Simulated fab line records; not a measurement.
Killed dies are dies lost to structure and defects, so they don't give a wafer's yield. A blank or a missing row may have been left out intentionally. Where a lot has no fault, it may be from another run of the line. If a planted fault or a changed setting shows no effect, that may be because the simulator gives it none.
Which tool is to blame? / flow gf180mcu / 39 wafers from 13 lots sampled at 2 of the route's 602 steps

## WHAT EACH GAUGE READ, for each wafer
GF_STI_THK_MEAS_24. Usual: for STI_CVD_23_THK the level is 648 nm and the standard deviation is 6.7.
lot=L794; measured=day 2 04:40; on=filmMetro-01; STI_CVD_23_THK (nm)=655 654 648; flag=
lot=L795; measured=day 2 09:52; on=filmMetro-01; STI_CVD_23_THK (nm)=642 650 650; flag=
lot=L797; measured=day 2 22:19; on=filmMetro-01; STI_CVD_23_THK (nm)=646 645 644; flag=
lot=L799; measured=day 3 04:55; on=filmMetro-03; STI_CVD_23_THK (nm)=642 647 644; flag=
lot=L800; measured=day 3 11:23; on=filmMetro-01; STI_CVD_23_THK (nm)=652 658 658; flag=
lot=L801; measured=day 3 15:34; on=filmMetro-03; STI_CVD_23_THK (nm)=647 646 645; flag=
lot=L809; measured=day 5 08:36; on=filmMetro-01; STI_CVD_23_THK (nm)=639 647 643; flag=
lot=L810; measured=day 5 14:21; on=filmMetro-03; STI_CVD_23_THK (nm)=646 644 645; flag=
lot=L811; measured=day 5 20:00; on=filmMetro-01; STI_CVD_23_THK (nm)=645 639 655; flag=
lot=L812; measured=day 6 00:58; on=filmMetro-03; STI_CVD_23_THK (nm)=648 646 646; flag=
lot=L813; measured=day 6 05:04; on=filmMetro-02; STI_CVD_23_THK (nm)=655 652 650; flag=
lot=L816; measured=day 6 21:56; on=filmMetro-02; STI_CVD_23_THK (nm)=651 632 641; flag=
lot=L817; measured=day 7 02:51; on=filmMetro-01; STI_CVD_23_THK (nm)=633 640 640; flag=

GF_NWELL_TW_MEAS_11. Usual: for NWELL_TW the level is 1577 and the standard deviation is 8.2.
lot=L794; measured=day 3 10:02; on=filmMetro-01; NWELL_TW=1574 1577 1574; flag=
lot=L795; measured=day 3 15:47; on=filmMetro-01; NWELL_TW=1569 1569 1572; flag=
lot=L797; measured=day 4 04:52; on=filmMetro-03; NWELL_TW=1584 1576 1586; flag=
lot=L799; measured=day 4 11:14; on=filmMetro-03; NWELL_TW=1583 1574 1585; flag=
lot=L800; measured=day 4 17:09; on=filmMetro-04; NWELL_TW=1579 1573 1583; flag=
lot=L801; measured=day 4 21:40; on=filmMetro-03; NWELL_TW=1575 1585 1582; flag=
lot=L809; measured=day 6 18:37; on=filmMetro-03; NWELL_TW=1596 1585 1588; flag=
lot=L810; measured=day 6 23:13; on=filmMetro-04; NWELL_TW=1579 1579 1574; flag=
lot=L811; measured=day 7 04:59; on=filmMetro-03; NWELL_TW=1590 1575 1586; flag=
lot=L812; measured=day 7 10:34; on=filmMetro-04; NWELL_TW=1582 1571 1576; flag=
lot=L813; measured=day 7 15:53; on=filmMetro-04; NWELL_TW=1575 1585 1583; flag=
lot=L816; measured=day 8 09:44; on=filmMetro-04; NWELL_TW=1576 1570 1580; flag=
lot=L817; measured=day 8 14:02; on=filmMetro-03; NWELL_TW=1582 1578 1576; flag=

## TOOL THAT RAN EACH LOT (tool first, then ch and the chambers of the sampled wafers, then the start)
No process step before these readings appears in the record.

## AS READ BY THE TOOLS THEMSELVES (means over the sampled wafers that have a number; for cases with no such wafer, the mark the record gives instead)
The record holds no such reading with a usual standard deviation.

## THE ANSWER, worked out from the rows above alone
Rule: a lot counts as off when the mean over its wafers that have a number is more than 3 standard deviations away from the usual mean. Also off: a lot with no number at a reading for which 4 or more lots have one. Any other lot the step has rows for is counted as sound. The gauges are gone through in route order, then the tools' own readings, and for those a lot's mean is taken as printed above. The first step at which some lot is off is used, and at that step the reading that is off furthest; a lot without a number counts as furthest.
Across all readings shown, no lot is off: no conclusion can be drawn from this.

## WHAT THE SIMULATOR HAD INSERTED
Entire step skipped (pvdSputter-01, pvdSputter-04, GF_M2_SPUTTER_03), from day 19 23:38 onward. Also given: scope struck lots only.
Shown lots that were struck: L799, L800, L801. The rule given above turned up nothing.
